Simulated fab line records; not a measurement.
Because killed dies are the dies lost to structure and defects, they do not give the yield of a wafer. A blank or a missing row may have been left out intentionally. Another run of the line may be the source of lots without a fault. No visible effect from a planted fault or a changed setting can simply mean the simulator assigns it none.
fab line records	flow sky130
[record] lots = 12	wafers = 36	lastDay = 50
route steps=708 shown METAL1@452 VIA1@474 METAL2@487 PAD_OPEN@708
lots untouched by any fault: they come from a run of this same line in which no faults occurred
startH: start of the lot's first displayed wafer, in hours after the record's first day	waitH: hours from the lot's prior step to this one	" the same as in the row above	L1.1+2: a single row standing in for several wafers	- no value, or no start given	* or withheld: withheld	< > ~ a bound
route shown NAME@n: a module of which the file shows steps, and the number in the route of the first	usual: mean/standard deviation taken from wafers without a fault	same: alike in all rows	chamber/n: place in a boat	sites: each site's reading	_std_site: their standard deviation	_edge_site: outer sites' mean less inner sites'	radiusMm: for every site, how far away it sits from the centre of the wafer	mask NAME#n: copy n	behind: the last tool/chamber to shape the wafer	hold: why the lot was held/for how many hours/how that ended	device: which transistor (n, p or np) failed to switch	end of line: the tests these same wafers got at the end of their route	where a step has no rows: the recipe by itself	killed: dies lost to structure and defects at the first sort, not the wafer's yield	map: a wafer's dies, x killed, . not, _ none there
set.NAME: the setting the step ran with; set.NAME@STEP: the setting that earlier step ran with	model.NAME: the simulator's own value behind a step, which no gauge read
the route's steps for a sample of lots (tables are steps, rows are wafers)
services: the hour from which a tool's chamber was out of use, counted from the record's first day as startH (under 0 if before that day), plus the number of hours and why
[[steps]]
[step SKY_METAL1_ETCH_18]
[recipe] chemistry = N2/H2	target = BARC	ionEnergyEv = 200	biasW = 100	pressureMtorr = 30	n2FlowSccm = 100	h2FlowSccm = 200	icpW = 500	stopOn = SiO2	timeS = 45.9	targetDepthA = 600
[usual] biasW = 99.9/0.31	drypumpMotorCurrentA = 5.8/0.43	heBacksideLeakSccm = 3.23/0.19	oesProductAu = 0.855/0.0045	rfFwdPowerW = 494.5/1.5	throttleValvePct = 13.226/0.009
lot.wafer	tool	chamber	startH	waitH	biasW	drypumpMotorCurrentA	heBacksideLeakSccm	oesProductAu	rfFwdPowerW	rfHoursCounterH	throttleValvePct
L251.1	rieMetal-01	0	777.93	0.0	99.4	5.5	3.05	0.859	494.9	2	13.230
L251.4	"	0	"	"	99.7	5.5	3.26	0.850	492.3	-	13.228
L251.6	"	1	"	"	99.9	5.6	3.17	0.853	493.5	-	13.237
L253.2	rieMetal-04	0	801.93	0.0	100.3	6.5	3.44	0.855	495.5	12	13.234
L253.3	"	0	"	"	100.0	6.5	3.47	0.858	493.4	-	13.216
L253.6	"	0	"	"	100.3	6.5	3.45	0.849	493.5	-	13.239
L259.1	rieMetal-02	0	831.26	0.0	100.5	5.2	3.13	0.844	495.5	3	13.238
L259.3	"	0	"	"	100.0	5.2	3.07	0.856	496.3	-	13.226
L259.6	"	1	"	"	99.7	5.8	3.37	0.843	495.3	-	13.232
L260.1	rieMetal-01	0	840.35	0.1	100.5	5.5	3.30	0.857	497.6	4	13.236
L260.2	"	0	"	"	100.4	5.5	3.10	0.853	495.3	-	13.216
L260.4	"	0	"	"	100.2	5.5	3.32	0.854	495.3	-	13.235
L262.2	rieMetal-04	0	854.78	0.0	99.9	6.5	3.48	0.856	493.2	14	13.219
L262.4	"	0	"	"	99.9	6.5	3.40	0.845	495.0	-	13.219
L262.6	"	1	"	"	100.0	6.1	3.23	0.856	494.7	-	13.213
L263.2	rieMetal-02	0	860.73	0.0	100.2	5.2	3.01	0.856	494.4	4	13.226
L263.5	"	1	"	"	100.0	5.8	3.48	0.856	493.5	-	13.225
L263.6	"	0	"	"	100.0	5.1	3.20	0.862	492.0	-	13.223
L264.3	rieMetal-02	0	868.94	0.1	99.9	5.1	2.94	0.846	495.1	-	13.235
L264.4	"	0	"	"	99.8	5.1	3.00	0.855	492.9	-	13.233
L264.5	"	0	"	"	99.5	5.2	3.07	0.857	493.9	-	13.225
L265.1	rieMetal-01	0	874.93	0.0	99.7	5.5	3.03	0.861	493.1	6	13.231
L265.2	"	1	"	"	100.6	5.6	2.90	0.847	497.4	1	13.243
L265.4	"	0	"	"	99.4	5.5	3.21	0.852	494.0	-	13.223
L266.1	rieMetal-04	1	881.58	0.0	100.1	6.0	3.18	0.856	493.3	9	13.237
L266.3	"	0	"	"	99.8	6.5	3.39	0.854	492.6	-	13.221
L266.5	"	1	"	"	99.7	6.0	3.27	0.863	493.6	-	13.228
L267.2	rieMetal-01	1	892.92	0.0	99.8	5.6	3.11	0.861	494.8	2	13.212
L267.3	"	0	"	"	99.2	5.5	3.10	0.858	496.2	-	13.226
L267.5	"	1	"	"	99.5	5.6	3.19	0.860	494.4	-	13.234
L272.1	rieMetal-01	0	924.87	0.0	99.9	5.5	3.13	0.847	495.0	8	13.244
L272.5	"	0	"	"	99.7	5.6	3.22	0.860	493.8	-	13.232
L272.6	"	1	"	"	99.9	5.6	3.06	0.856	496.0	-	13.232
L273.2	rieMetal-01	0	932.73	0.0	99.7	5.5	3.30	0.852	493.9	8	13.227
L273.4	"	0	"	"	99.6	5.5	3.19	0.864	492.5	-	13.220
L273.6	"	1	"	"	100.0	5.6	3.06	0.847	496.3	-	13.224
[step SKY_VIA1_STRIP_16]
[recipe] chemistry = O2/N2	powerW = 1400	pressureMtorr = 1500	platenTempC = withheld	o2FlowSccm = 3000	n2FlowSccm = 300	overashFraction = 0.5
[usual] drypumpMotorCurrentA = 5.42/0.25	oesProductAu = 0.416/0.0047	stripTimeToEndpointS = 4.460/0.025
lot.wafer	tool	chamber	startH	waitH	drypumpMotorCurrentA	oesProductAu	rfHoursCounterH	stripTimeToEndpointS
L251.1	plasmaAsher-02	0	805.69	0.0	5.19	0.422	39	4.447
L251.4	"	0	"	"	5.21	0.424	-	4.456
L251.6	"	1	"	"	5.90	0.417	-	4.454
L253.2	plasmaAsher-01	0	830.19	0.0	5.42	0.414	6	4.477
L253.3	"	1	"	"	5.33	0.410	-	4.467
L253.6	"	0	"	"	5.43	0.418	-	4.475
L259.1	plasmaAsher-01	0	858.59	0.0	5.46	0.415	9	4.474
L259.3	"	0	"	"	5.42	0.421	-	4.492
L259.6	"	0	"	"	5.45	0.412	-	4.474
L260.1	plasmaAsher-01	0	867.89	0.0	5.43	0.416	10	4.489
L260.2	"	1	"	"	5.30	0.410	10	4.459
L260.4	"	1	"	"	5.32	0.416	-	4.436
L262.2	plasmaAsher-01	1	882.69	0.0	5.30	0.407	12	4.485
L262.4	"	0	"	"	5.42	0.416	-	4.453
L262.6	"	0	"	"	5.44	0.429	-	4.451
L263.2	plasmaAsher-04	1	888.41	0.0	4.88	0.419	79	4.484
L263.5	"	1	"	"	4.88	0.421	-	4.498
L263.6	"	0	"	"	5.51	0.412	-	4.453
L264.3	plasmaAsher-01	0	895.87	0.1	5.42	0.414	-	4.475
L264.4	"	1	"	"	5.31	0.412	-	4.455
L264.5	"	0	"	"	5.43	0.411	-	4.470
L265.1	plasmaAsher-02	0	901.96	0.0	5.20	0.416	48	4.475
L265.2	"	1	"	"	5.86	0.411	48	4.443
L265.4	"	1	"	"	5.86	0.421	-	4.432
L266.1	plasmaAsher-01	1	908.34	0.0	5.31	0.414	14	4.442
L266.3	"	0	"	"	5.40	0.405	-	4.471
L266.5	"	1	"	"	5.33	0.415	-	4.441
L267.2	plasmaAsher-02	1	918.74	0.0	5.86	0.419	50	4.493
L267.3	"	1	"	"	5.89	0.417	-	4.433
L267.5	"	0	"	"	5.21	0.414	-	4.452
L272.1	plasmaAsher-01	0	950.64	0.0	5.41	0.417	18	4.450
L272.5	"	1	"	"	5.32	0.410	-	4.485
L272.6	"	0	"	"	5.40	0.420	-	4.425
L273.2	plasmaAsher-01	0	958.69	0.0	5.46	0.408	19	4.429
L273.4	"	1	"	"	5.31	0.417	-	4.465
L273.6	"	0	"	"	5.47	0.412	-	4.425
[step SKY_VIA1_CMP_24]
[recipe] stopOn = SiO2	tOverpolishS = 15	downForcePsi = 3.5	platenRpm = 60	targetThkNm = 0	padVelocityMS = 0.94248
[usual] edgeZonePressureFrac = 1.000/0.0044	headPressurePsi = 3.501/0.0076	motorCurrentA = 10.6/1.1	overpolishRunS = 14.999/0.0083	slurryFilterDpKPa = 13.50/0.14	timeToEndpointS = 63/3.5
lot.wafer	tool	chamber	startH	waitH	edgeZonePressureFrac	headPressurePsi	motorCurrentA	overpolishRunS	slurryFilterDpKPa	timeToEndpointS
L251.1	cmp-01	1	806.71	0.1	1.000	3.498	11.2	14.979	13.47	65
L251.4	"	3	"	"	1.007	3.509	11.9	15.005	13.73	72
L251.6	"	1	"	"	0.999	3.513	11.4	15.000	13.31	63
L253.2	cmp-02	0	831.13	0.0	1.009	3.494	9.3	15.006	13.58	61
L253.3	"	2	"	"	0.999	3.503	11.5	14.994	13.46	58
L253.6	"	0	"	"	0.999	3.509	9.6	14.988	13.56	60
L259.3	cmp-02	2	859.56	0.1	0.996	3.499	11.4	15.001	13.38	58
L259.1	"	3	"	"	0.998	3.497	9.7	15.003	13.41	63
L259.6	"	1	"	"	1.002	3.497	10.3	14.994	13.58	64
L260.4	cmp-01	0	868.82	0.0	1.004	3.512	8.8	14.985	13.63	64
L260.2	"	2	"	"	1.002	3.495	11.8	15.003	13.64	61
L260.1	"	3	"	"	0.997	3.505	12.3	15.008	13.46	70
L262.4	cmp-01	2	883.91	0.3	0.994	3.513	11.6	15.000	13.39	63
L262.2	"	0	"	"	0.999	3.488	8.6	14.999	13.40	62
L262.6	"	2	"	"	0.999	3.521	11.9	14.999	13.50	64
L263.2	cmp-01	2	889.51	0.2	1.000	3.494	10.9	0.040	13.40	103
L263.6	"	3	"	"	1.000	3.493	12.1	0.040	13.46	104
L263.5	"	0	"	"	0.997	3.495	9.0	0.034	13.51	104
L264.4	cmp-01	1	896.77	0.0	1.000	3.514	12.1	0.035	13.17	104
L264.3	"	3	"	"	1.005	3.502	11.9	0.039	13.42	105
L264.5	"	2	"	"	0.996	3.491	11.8	0.043	13.44	104
L265.2	cmp-01	1	902.92	0.0	0.997	3.506	11.0	0.039	13.40	106
L265.4	"	2	"	"	1.005	3.504	11.4	0.045	13.55	104
L265.1	"	3	"	"	1.004	3.500	11.9	0.046	13.74	106
L266.3	cmp-01	2	909.31	0.0	1.014	3.501	11.3	0.040	13.60	106
L266.1	"	0	"	"	0.997	3.500	8.9	0.038	13.34	106
L266.5	"	3	"	"	1.000	3.501	12.0	0.027	13.38	106
L267.3	cmp-02	3	919.66	0.0	0.999	3.503	10.1	15.004	13.63	64
L267.2	"	2	"	"	0.994	3.494	11.5	14.989	13.38	57
L267.5	"	0	"	"	1.003	3.510	9.6	15.003	13.40	60
L272.1	cmp-02	0	951.56	0.1	0.999	3.505	10.1	15.017	13.49	65
L272.5	"	0	"	"	1.005	3.488	9.4	15.007	13.25	63
L272.6	"	1	"	"	1.003	3.501	10.1	14.999	13.57	66
L273.4	cmp-02	1	959.64	0.0	0.994	3.488	9.9	14.986	13.77	65
L273.2	"	3	"	"	1.000	3.505	9.9	14.993	13.65	68
L273.6	"	1	"	"	0.995	3.504	9.6	14.993	13.66	65
[step SKY_METAL2_SPUTTER_04]
[recipe] material = TiN	targetThkNm = 70	powerW = 6500	timeS = 58.3	chamberPressurePa = 0.4
[usual] throttleValvePct = 30.5/1
lot.wafer	tool	chamber	startH	waitH	throttleValvePct
L251.1	pvdSputter-04	-	807.05	0.0	32.7
L251.4	"	-	"	"	29.9
L251.6	"	-	"	"	30.1
L253.2	pvdSputter-03	-	831.53	0.0	31.3
L253.3	"	-	"	"	29.5
L253.6	"	-	"	"	29.3
L259.1	pvdSputter-02	-	859.90	0.0	31.0
L259.3	"	-	"	"	30.3
L259.6	"	-	"	"	29.2
L260.1	pvdSputter-03	-	869.21	0.0	31.3
L260.2	"	-	"	"	29.3
L260.4	"	-	"	"	32.4
L262.2	pvdSputter-03	-	884.30	0.0	30.3
L262.4	"	-	"	"	32.5
L262.6	"	-	"	"	29.9
L263.2	pvdSputter-02	-	889.75	0.0	29.0
L263.5	"	-	"	"	30.9
L263.6	"	-	"	"	29.2
L264.3	pvdSputter-03	-	897.16	0.0	31.5
L264.4	"	-	"	"	30.1
L264.5	"	-	"	"	29.4
L265.1	pvdSputter-02	-	903.31	0.0	30.1
L265.2	"	-	"	"	29.1
L265.4	"	-	"	"	29.8
L267.2	pvdSputter-04	-	920.05	0.0	30.2
L267.3	"	-	"	"	31.1
L267.5	"	-	"	"	31.0
L272.1	pvdSputter-02	-	951.95	0.0	30.5
L272.5	"	-	"	"	30.9
L272.6	"	-	"	"	30.0
L273.2	pvdSputter-02	-	960.04	0.0	29.2
L273.4	"	-	"	"	31.0
L273.6	"	-	"	"	29.5
[step SKY_PAD_OPEN_PROBE_99]
[usual] killed_at_M0_to_M3 = 44/7.3	killed_at_M4_up = 3.4/1.8	killedAtContacts = 24/5.8	killedAtFrontEnd = 15/4.9	killedAtOther = 0.4/0.63	killedDies = 86/11	killedOnRim = 17/3.8	killedOpen = 47/8	killedShort = 39/6.5
[same] grossDies = 492	killedAtBackSide = 0
lot.wafer	tool	chamber	startH	waitH	killed_at_M0_to_M3	killed_at_M4_up	killedAtContacts	killedAtFrontEnd	killedAtOther	killedDies	killedOnRim	killedOpen	killedShort
L263.2	prober-01	-	1150.50	0.1	37	3	21	431	0	492	96	36	35
L263.5	prober-01	-	1150.65	0.2	37	3	21	430	1	492	96	38	35
L263.6	prober-01	-	1150.70	0.2	45	2	11	434	0	492	96	42	32
L264.3	prober-02	-	1154.77	0.2	44	1	39	407	1	492	96	55	45
L264.4	prober-02	-	1154.82	0.2	39	5	22	426	0	492	96	36	42
L264.5	prober-02	-	1154.87	0.2	47	2	20	421	2	492	96	47	36
L265.1	prober-01	-	1157.50	0.1	33	5	22	432	0	492	96	46	30
L265.2	prober-01	-	1157.55	0.1	44	3	22	422	1	492	96	44	35
L265.4	prober-01	-	1157.65	0.2	38	5	16	433	0	492	96	40	28
L266.1	prober-02	-	1164.41	0.1	452	2	25	13	0	492	96	39	45
L266.3	prober-02	-	1164.51	0.2	438	5	35	14	0	492	96	59	33
L266.5	prober-02	-	1164.61	0.2	458	1	21	12	0	492	96	47	35
// killed by level:class
L263.2 PWDE:areaExpose=420 VIA1:geometricParticle:open=8 CONTACT:geometricParticle:open=6 VIA1:geometricParticle:short=6 VIA2:geometricParticle:open=6 LI_CONTACT:geometricParticle:open=5 METAL1:geometricParticle:short=5 POLY_GATE:geometricParticle:open=4
L263.5 PWDE:areaExpose=419 CONTACT:geometricParticle:open=9 VIA2:geometricParticle:open=9 LI_CONTACT:geometricParticle:open=7 VIA1:geometricParticle:short=7 POLY_GATE:geometricParticle:short=5 VIA1:geometricParticle:open=4 LI_CONTACT:geometricParticle:short=3
L263.6 PWDE:areaExpose=418 VIA1:geometricParticle:open=10 VIA2:geometricParticle:open=9 VIA1:geometricParticle:short=7 VIA3:geometricParticle:open=6 CONTACT:geometricParticle:open=4 METAL2:geometricParticle:short=4 METAL3:geometricParticle:short=4
L264.3 PWDE:areaExpose=391 CONTACT:geometricParticle:open=12 VIA3:geometricParticle:open=9 CONTACT:geometricParticle:short=8 VIA1:geometricParticle:open=8 LI_CONTACT:geometricParticle:open=7 LOCAL_INTERCONNECT:geometricParticle:short=7 FIELD_ISO:geometricParticle:open=5
L264.4 PWDE:areaExpose=414 CONTACT:geometricParticle:open=10 METAL2:geometricParticle:short=8 VIA1:geometricParticle:open=8 METAL4:geometricParticle:short=5 VIA3:geometricParticle:open=5 LI_CONTACT:geometricParticle:open=4 CONTACT:geometricParticle:short=4
L264.5 PWDE:areaExpose=409 VIA1:geometricParticle:open=9 VIA2:geometricParticle:open=9 VIA3:geometricParticle:open=8 LI_CONTACT:geometricParticle:open=7 METAL2:geometricParticle:short=7 CONTACT:geometricParticle:short=4 CONTACT:geometricParticle:open=4
L265.1 PWDE:areaExpose=416 VIA2:geometricParticle:open=12 LI_CONTACT:geometricParticle:open=11 VIA1:geometricParticle:open=7 FIELD_ISO:geometricParticle:open=5 FIELD_ISO:geometricParticle:short=4 POLY_GATE:geometricParticle:short=4 METAL1:geometricParticle:short=4
L265.2 PWDE:areaExpose=413 VIA1:geometricParticle:open=11 CONTACT:geometricParticle:open=8 VIA2:geometricParticle:open=7 LI_CONTACT:geometricParticle:open=6 METAL3:geometricParticle:short=5 VIA3:geometricParticle:open=4 VIA1:geometricParticle:short=4
L265.4 PWDE:areaExpose=424 VIA2:geometricParticle:open=8 CONTACT:geometricParticle:open=7 VIA1:geometricParticle:open=6 FIELD_ISO:geometricParticle:open=5 METAL2:geometricParticle:short=5 VIA3:geometricParticle:open=5 METAL1:geometricParticle:short=4
L266.1 VIA1:areaCmp=408 VIA1:geometricParticle:open=11 CONTACT:geometricParticle:open=9 METAL1:geometricParticle:short=8 FIELD_ISO:geometricParticle:short=5 LOCAL_INTERCONNECT:geometricParticle:short=5 VIA2:geometricParticle:short=5 VIA2:geometricParticle:open=5
L266.3 VIA1:areaCmp=400 CONTACT:geometricParticle:open=14 VIA1:geometricParticle:open=11 LI_CONTACT:geometricParticle:open=9 VIA3:geometricParticle:open=9 VIA1:geometricParticle:short=5 LI_CONTACT:geometricParticle:short=5 FIELD_ISO:geometricParticle:short=4
L266.5 VIA1:areaCmp=410 VIA1:geometricParticle:open=11 VIA3:geometricParticle:open=8 CONTACT:geometricParticle:open=8 VIA2:geometricParticle:short=6 VIA2:geometricParticle:open=5 FIELD_ISO:geometricParticle:short=4 POLY_GATE:geometricParticle:open=4
[[services]]
tool	chamber	startH	hours	kind
cmp-02	-	756.33	7.5	pm
cmp-02	-	775.60	3.1	repair
cmp-01	-	793.64	3.1	repair
plasmaAsher-01	-	796.20	19.4	repair
rieMetal-02	-	799.29	3.8	repair
rieMetal-01	-	807.32	14.6	pm
cmp-01	-	813.94	20.4	pm
rieMetal-04	-	818.39	2.8	pm
rieMetal-01	0	827.48	1.5	repair
pvdSputter-04	-	832.54	2.5	repair
cmp-02	-	846.09	0.5	repair
cmp-01	-	852.52	1.3	repair
cmp-01	-	861.66	0.2	repair
cmp-02	-	871.81	4.7	pm
cmp-01	-	873.86	0.3	repair
rieMetal-04	0	874.06	3.7	repair
rieMetal-02	-	874.54	2.8	pm
cmp-02	-	880.40	4.4	repair
plasmaAsher-02	-	883.63	2.8	pm
pvdSputter-02	-	890.41	2.5	repair
plasmaAsher-01	-	899.61	5.7	repair
rieMetal-02	-	901.49	0.2	repair
cmp-01	-	913.57	4.0	pm
cmp-02	-	923.44	11.8	repair
[[key]]
[firstSign] step = SKY_VIA1_CMP_24	reading = overpolishRunS	direction = down	sigmas = 99+	usual = 14.999	struck = 0.039
[effect] step = SKY_VIA1_CMP_24	reading = timeToEndpointS	direction = up	sigmas = 12	usual = *	struck = *
[effect] step = SKY_PAD_OPEN_PROBE_99	reading = killed_at_M0_to_M3	direction = up	sigmas = 14	usual = 44	struck = 143	wafersMoved = 3
[moreKillsBornAt] SKY_VIA1_CMP_24@cmp-01 = 1218
metAt SKY_VIA1_CMP_24
struckLots L263,L264,L265,L266
laterRowsLeftOut L266.1,L266.3,L266.5
testerLeftOut L263,L264,L265
notActingAt SKY_METAL1_ETCH_18,SKY_VIA1_STRIP_16,SKY_METAL2_SPUTTER_04
onsetBetween 883.91 889.51
[earlierFault] kind = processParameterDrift	tool = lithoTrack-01	chamber = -	onsetH = 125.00	steps = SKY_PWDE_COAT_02	channel = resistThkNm	offset = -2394	shape = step	endH = 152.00	actsIn = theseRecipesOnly	stated = 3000
[fault] kind = processParameterDrift	tool = cmp-01	chamber = -	onsetH = 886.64	steps = SKY_VIA1_CMP_24	channel = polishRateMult	offset = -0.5	shape = step
// testerLeftOut: of these lots the tester's yield and bins aren't shown, on N5 and GAA mostly nor the transistor test; their killed dies are dies lost to structure and defects alone, not to doping, threshold or leakage, so they don't give the yield
// laterRowsLeftOut: the simulator's readings of these wafers behind a module that went badly wrong aren't trusted and aren't shown, but for the sort
